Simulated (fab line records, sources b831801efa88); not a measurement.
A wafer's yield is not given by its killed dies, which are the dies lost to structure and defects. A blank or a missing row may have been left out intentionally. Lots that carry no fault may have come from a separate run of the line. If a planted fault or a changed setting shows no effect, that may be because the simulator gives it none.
fab line records ; flow sky130
[record] lots = 4; wafers = 12; last_day = 48
route steps=708 shown VIA2@524 METAL3@532 CAPM@537 PAD_OPEN@708
lots with no fault: from the same line, run without faults
start_h: start of the lot's first displayed wafer, in hours after the record's first day ; wait_h: hours from the lot's prior step to this one ; " repeats the value in the row above ; L1.1+2: a row that stands for several wafers ; - value missing, or start not given ; * or withheld: withheld ; < > ~ a bound
route shown NAME@n: NAME is a module with steps in the file, n the number in the route of the first one ; usual: mean/standard deviation taken from wafers without a fault ; same: alike in all rows ; chamber/n: place in a boat ; sites: readings site by site ; _std_site: their standard deviation ; _edge_site: outer sites' mean less inner sites' ; radius_mm: for every site, how far away it sits from the centre of the wafer ; mask NAME#n: copy n ; behind: the last tool/chamber to shape the wafer ; hold: what put the lot on hold/how long, in hours/how the hold closed ; device: the transistor (n, p or np) that didn't switch ; end of line: the route-end tests of the same wafers ; for a step that has no rows: nothing shown but its recipe ; killed: count of dies lost to structure and defects at first sort (not the wafer's yield) ; map: shows each die of a wafer: x if killed, . if not, _ if none is there
set.NAME: the setting the step ran with; set.NAME@STEP: the setting that earlier step ran with ; model.NAME: the simulator's own value behind a step, which no gauge read
a table for each step, a row for each wafer; lots at some steps of the route
services: when a tool's chamber went out of use (start_h, in hours from the record's first day, below 0 if earlier), for how many hours, and the reason
[[steps]]
[step SKY_VIA2_STRIP_17]
[recipe] chemistry = post_etch_residue_remover; time_s = 1200; temp_c = 72.5
[step SKY_VIA2_CLEAN_18]
[recipe] chemistry = IPA; time_s = 180; temp_c = 25
[step SKY_VIA2_CLEAN_19]
[recipe] chemistry = O3/DIW; dry = n2_spin
[step SKY_VIA2_SPUTTER_20]
[recipe] material = TiN; target_thk_nm = 20; chamber_pressure_pa = 5; power_w = 4000; time_s = 80
[step SKY_VIA2_CVD_21]
[recipe] material = W; target_thk_nm = 420; time_s = 126.4; temp_c = 400; pressure_torr = 40
[step SKY_VIA2_CMP_24]
[recipe] stop_on = SiO2; t_overpolish_s = 20; down_force_psi = 3.5; platen_rpm = 60; target_thk_nm = 0; pad_velocity_m_s = 0.94248
[step SKY_METAL3_SPUTTER_00]
[recipe] material = Ti; target_thk_nm = 15; power_w = 3000; time_s = 10; chamber_pressure_pa = 0.4
[step SKY_METAL3_SPUTTER_01]
[recipe] material = TiN; target_thk_nm = 20; power_w = 6500; time_s = 16.7; chamber_pressure_pa = 0.4
[step SKY_METAL3_SPUTTER_02]
[recipe] material = AlCu; target_thk_nm = 735; power_w = 10600; time_s = 39.1; chamber_pressure_pa = 0.4
[step SKY_METAL3_SPUTTER_03]
[recipe] material = Ti; target_thk_nm = 5; power_w = 3000; time_s = 3.3; chamber_pressure_pa = 0.4
[step SKY_METAL3_SPUTTER_04]
[recipe] material = TiN; target_thk_nm = 70; power_w = 6500; time_s = 58.3; chamber_pressure_pa = 0.4
[usual] cathode_dc_power_W = 6500.0/1.3; throttle_valve_pct = 29.6/1
lot.wafer;tool;chamber;start_h;wait_h;cathode_dc_power_W;throttle_valve_pct
L961.1;pvd_sputter-03;-;873.55;0.0;6500.1;30.3
L961.3;pvd_sputter-03;-;873.55;0.0;6500.9;31.4
L961.6;pvd_sputter-03;-;873.55;0.0;6499.5;29.7
L963.2;pvd_sputter-04;-;895.00;0.0;6500.0;31.0
L963.3;pvd_sputter-04;-;895.00;0.0;6500.4;28.8
L963.5;pvd_sputter-04;-;895.00;0.0;6501.0;30.8
L969.2;pvd_sputter-04;-;946.61;0.0;6498.5;28.6
L969.3;pvd_sputter-04;-;946.61;0.0;6499.8;30.3
L969.6;pvd_sputter-04;-;946.61;0.0;6502.1;30.4
L971.2;pvd_sputter-04;-;957.13;0.0;6500.7;28.8
L971.3;pvd_sputter-04;-;957.13;0.0;6500.5;30.7
L971.6;pvd_sputter-04;-;957.13;0.0;6500.9;30.9
[step SKY_CAPM_CVD_00]
[recipe] material = SiO2; target_thk_nm = 15.5; temp_c = 400; time_s = withheld; rf_w = 450
[step SKY_CAPM_SPUTTER_02]
[recipe] material = TiN; target_thk_nm = 200; temp_c = 300; power_w = 6710; time_s = 166.7; chamber_pressure_pa = 0.4
[step SKY_CAPM_DEHYDRATE_05]
[recipe] temp_c = 200; time_s = 60
[step SKY_CAPM_HMDS_06]
[recipe] prime_time_s = 60; prime_temp_c = 120
[step SKY_CAPM_COAT_07]
[recipe] resist = NOVOLAK; spin_rpm = 3000; resist_thk_nm = 1140
[step SKY_CAPM_SOFTBAKE_08]
[recipe] temp_c = 90; time_s = 60; resist = NOVOLAK
[step SKY_CAPM_EXPOSE_09]
[recipe] mask_id = CAPM; na = 0.6; source_shape = conventional; sigma_outer = 0.6; polarization = unpolarized; target_cd_nm = 1000; dose_mj = 159
[step SKY_CAPM_PEB_10]
[recipe] temp_c = withheld; time_s = *; resist = NOVOLAK
[step SKY_CAPM_DEVELOP_11]
[recipe] resist = NOVOLAK; developer = TMAH; develop_time_s = 60; dev_temp_c = 23
[step SKY_CAPM_METAL_ETCH_13]
[recipe] target_depth_nm = 220; stop_on = SiO2; chemistry = Cl2/BCl3; target = TiN; pressure_mtorr = 10; icp_w = 900; bias_w = 48.5; Cl2_flow_sccm = 60; bcl3_flow_sccm = 30; time_s = 62.9
[step SKY_CAPM_STRIP_14]
[recipe] chemistry = O2/N2; power_w = 1400; pressure_mtorr = 1500; platen_temp_c = withheld; o2_flow_sccm = 3000; n2_flow_sccm = 300; overash_fraction = 0.5
[step SKY_CAPM_STRIP_15]
[recipe] chemistry = post_etch_residue_remover; time_s = 1200; temp_c = 72.5
[step SKY_CAPM_CLEAN_16]
[recipe] chemistry = IPA; time_s = 180; temp_c = 25
[step SKY_CAPM_CLEAN_17]
[recipe] chemistry = O3/DIW; dry = n2_spin
[step SKY_METAL3_DEHYDRATE_05]
[recipe] temp_c = 200; time_s = 60
[step SKY_METAL3_HMDS_06]
[recipe] prime_time_s = 60; prime_temp_c = 120
[step SKY_METAL3_COAT_07]
[recipe] resist = BARC; temp_c = withheld; time_s = withheld; spin_rpm = 3000; resist_thk_nm = 60
[step SKY_METAL3_COAT_08]
[recipe] resist = KrF-thick; spin_rpm = 3000; resist_thk_nm = 1140
[step SKY_METAL3_SOFTBAKE_09]
[recipe] temp_c = 100; time_s = 90; resist = KrF-thick
[step SKY_METAL3_EXPOSE_10]
[recipe] mask_id = MM3; na = 0.68; source_shape = annular; sigma_inner = 0.4; sigma_outer = 0.8; target_cd_nm = 300; dose_mj = 28
[step SKY_METAL3_PEB_11]
[recipe] peb_temp_c = withheld; peb_time_s = withheld; resist = KrF-thick
[step SKY_METAL3_DEVELOP_12]
[recipe] develop_time_s = 60; resist = KrF-thick; dev_temp_c = 21
[step SKY_METAL3_DESCUM_15]
[recipe] chemistry = O2; source_power_w = 150; bias_power_w = 0; pressure_mtorr = 10; temp_c = 40; time_s = 8
[step SKY_PAD_OPEN_PROBE_99]
[usual] defect_limited_yield = 82.5/1.9; killed_at_M0_to_M3 = 42/6.9; killed_at_M4_up = 3.2/1.7; killed_at_contacts = 25/5.1; killed_at_front_end = 15/4.5; killed_at_other = 0.4/0.63; killed_dies = 86/9.3; killed_open = 46/7; killed_short = 39/6.9; sort_bin_3_pad_short = 0.9/0.45; sort_bin_5_function = 10.4/1.5; sort_bin_6_memory = 6.3/1.1; sort_n_pass = 406/9.3; sort_yield_pct = 82.5/1.9
[same] gross_dies = 492; killed_at_back_side = 0; sort_bin_4_leakage[%] = 0; sort_bin_8_speed[%] = 0
lot.wafer;tool;chamber;start_h;wait_h;defect_limited_yield[%];killed_at_M0_to_M3;killed_at_M4_up;killed_at_contacts;killed_at_front_end;killed_at_other;killed_dies;killed_open;killed_short;sort_bin_3_pad_short[%];sort_bin_5_function[%];sort_bin_6_memory[%];sort_n_pass;sort_yield_pct[%];model.etest.tester.sort_n_pass;model.etest.tester.sort_yield_pct;model.etest.tester.sort_bin_5_pct;model.etest.tester.sort_bin_3_pct
L963.2;prober-02;-;1113.02;0.1;82.9;38;5;25;15;1;84;51;33;0.6;11.4;5.1;408;82.9;408;82.93;11.38;0.6098
L963.3;prober-02;-;1113.07;0.2;79.9;52;4;27;16;0;99;56;43;0.2;13.8;6.1;393;79.9;393;79.88;13.82;0.2033
L963.5;prober-02;-;1113.17;0.2;82.7;41;4;23;16;1;85;50;35;0.8;9.8;6.7;407;82.7;407;82.72;9.756;0.813
L969.2;prober-02;-;1153.58;0.1;69.5;104;4;24;18;0;150;43;38;4.1;18.7;7.7;342;69.5;342;69.51;18.7;4.065
L969.3;prober-02;-;1153.63;0.2;81.1;51;2;26;14;0;93;40;52;1.0;11.2;6.7;399;81.1;399;81.1;11.18;1.016
L969.6;prober-02;-;1153.78;0.2;81.1;34;3;33;22;1;93;37;55;1.4;11.0;6.5;399;81.1;399;81.1;10.98;1.423
L971.2;prober-01;-;1161.58;0.1;70.3;100;2;21;23;0;146;39;38;5.1;17.9;6.7;346;70.3;346;70.33;17.89;5.081
L971.3;prober-01;-;1161.63;0.2;82.3;36;4;27;20;0;87;43;44;1.4;11.0;5.3;405;82.3;405;82.32;10.98;1.423
L971.6;prober-01;-;1161.78;0.2;85.8;35;2;23;9;1;70;34;36;0.6;8.7;4.9;422;85.8;422;85.77;8.74;0.6098
// killed by level:class
L963.2 CONTACT:geometric_particle:open=9 LI_CONTACT:geometric_particle:open=8 VIA1:geometric_particle:open=7 VIA2:geometric_particle:open=7 VIA3:geometric_particle:open=7 POLY_GATE:geometric_particle:open=6 FIELD_ISO:geometric_particle:short=4 CONTACT:geometric_particle:short=4
L963.3 CONTACT:geometric_particle:open=13 VIA1:geometric_particle:open=11 VIA3:geometric_particle:open=10 VIA1:geometric_particle:short=7 METAL2:geometric_particle:short=7 VIA2:geometric_particle:open=7 LI_CONTACT:geometric_particle:open=6 METAL1:geometric_particle:short=5
L963.5 LI_CONTACT:geometric_particle:open=10 VIA2:geometric_particle:open=9 METAL2:geometric_particle:short=8 CONTACT:geometric_particle:open=7 POLY_GATE:geometric_particle:open=6 VIA3:geometric_particle:open=6 FIELD_ISO:geometric_particle:short=5 VIA1:geometric_particle:open=5
L969.2 METAL3:unspecified=69 CONTACT:geometric_particle:short=9 VIA1:geometric_particle:open=8 LI_CONTACT:geometric_particle:open=7 FIELD_ISO:geometric_particle:short=6 METAL1:geometric_particle:short=6 VIA2:geometric_particle:open=6 VIA3:geometric_particle:open=6
L969.3 CONTACT:geometric_particle:open=8 METAL1:geometric_particle:short=8 VIA1:geometric_particle:open=8 LOCAL_INTERCONNECT:geometric_particle:short=7 METAL2:geometric_particle:short=7 VIA2:geometric_particle:open=6 VIA1:geometric_particle:short=5 VIA3:geometric_particle:open=5
L969.6 CONTACT:geometric_particle:open=10 LOCAL_INTERCONNECT:geometric_particle:short=10 METAL1:geometric_particle:short=8 FIELD_ISO:geometric_particle:short=7 METAL3:geometric_particle:short=7 POLY_GATE:geometric_particle:short=5 POLY_GATE:geometric_particle:open=4 VIA3:geometric_particle:open=4
L971.2 METAL3:unspecified=69 CONTACT:geometric_particle:open=7 VIA1:geometric_particle:short=7 FIELD_ISO:geometric_particle:open=6 FIELD_ISO:geometric_particle:short=6 METAL1:geometric_particle:short=5 VIA1:geometric_particle:open=5 VIA3:geometric_particle:open=5
L971.3 CONTACT:geometric_particle:open=17 VIA1:geometric_particle:short=7 METAL2:geometric_particle:short=7 FIELD_ISO:geometric_particle:short=6 VIA1:geometric_particle:open=6 CONTACT:geometric_particle:short=5 POLY_GATE:geometric_particle:open=4 LI_CONTACT:geometric_particle:open=4
L971.6 CONTACT:geometric_particle:open=10 VIA2:geometric_particle:open=8 LI_CONTACT:geometric_particle:open=6 VIA1:geometric_particle:short=6 CONTACT:geometric_particle:short=5 METAL2:geometric_particle:short=5 VIA2:geometric_particle:short=5 METAL3:geometric_particle:short=4
// map L969.2 (x killed, . not)
__________.x.....x.._________
________.......x.xx..._______
______x..x..x.......x..._____
_____.x...x......x.....x.____
____...........xx...x...x.___
___......x....x.....xx.....__
__................x.xx....x._
_...............xx.x..xxx..x.
_xx..........xx.xx.xxx.x.x..x
_..x...........xx.xxxxxx..x..
_.x...x.....x..xxxxxxxxxx....
_.....x.xx....xx.xxxxxxxxxx..
_.x....x........xxxxxxxxx.x..
_.x.xx.........xxxxxxxxx.....
_.x....x.x.....x.xxxxxxxx..x.
__x.....x....x....xxxxxxxx.._
___......xxxx.......xxx....__
____x.......x...x.......x.___
_____...x........xx......____
______...x.x............_____
________.....x.x......_______
__________...x....x._________
// map L971.2 (x killed, . not)
__________........x._________
________.....x........_______
______.................x_____
_____xx...x.......x......____
____..x.............x.....___
___x.x.......x.........xx..__
__..........x.x....xx......._
_....xx........x...xxxx......
_x.xx......x.......xxxx.x....
_...x....x.x.x..xxxxxxxx.....
_.......x...x..xxxxxxxxxx.x..
_......x......xxxxxxxxxxxx...
_..x.....xx.....xxxxxxxxxx.xx
_..x...........xxxxxxxxxx....
_.x...x..........xxxxxxxx.x.x
__.....x........x.xxxxx....._
___.......x.x..x..x.x..x..x__
____x.......xxx..xx..xx.xx___
_____...x..x...x.x.......____
______........x.x..x...._____
________.....x....xx.._______
__________..x..x...._________
[[services]]
tool;chamber;start_h;hours;kind
pvd_sputter-03;-;893.67;2.5;repair
pvd_sputter-04;1;895.05;-;consumable_replace:kit
pvd_sputter-04;1;895.05;18.0;scheduled_down
pvd_sputter-04;1;895.05;18.0;vent_cycle
[[key]]
[first_sign] step = SKY_PAD_OPEN_PROBE_99; reading = killed_at_M0_to_M3; direction = up; sigmas = 8.6; usual = 42; struck = 102
[effect] step = SKY_PAD_OPEN_PROBE_99; reading = sort_bin_3_pad_short; direction = up; sigmas = 8.2; usual = 0.9; struck = 4.6
[model_effect] step = SKY_PAD_OPEN_PROBE_99; value = etest.tester.sort_n_pass; without = 405; struck = 344
met_at SKY_METAL3_SPUTTER_04
struck_wafers L969.2,L971.2
onset_between 895.00 946.61
[fault] kind = chamber_particle_source; tool = pvd_sputter-04; chamber = -; onset_h = 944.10; steps = SKY_METAL3_SPUTTER_04; rate_per_visit_cm2 = 1.5812; end_h = 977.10; scope = struck_wafers_only
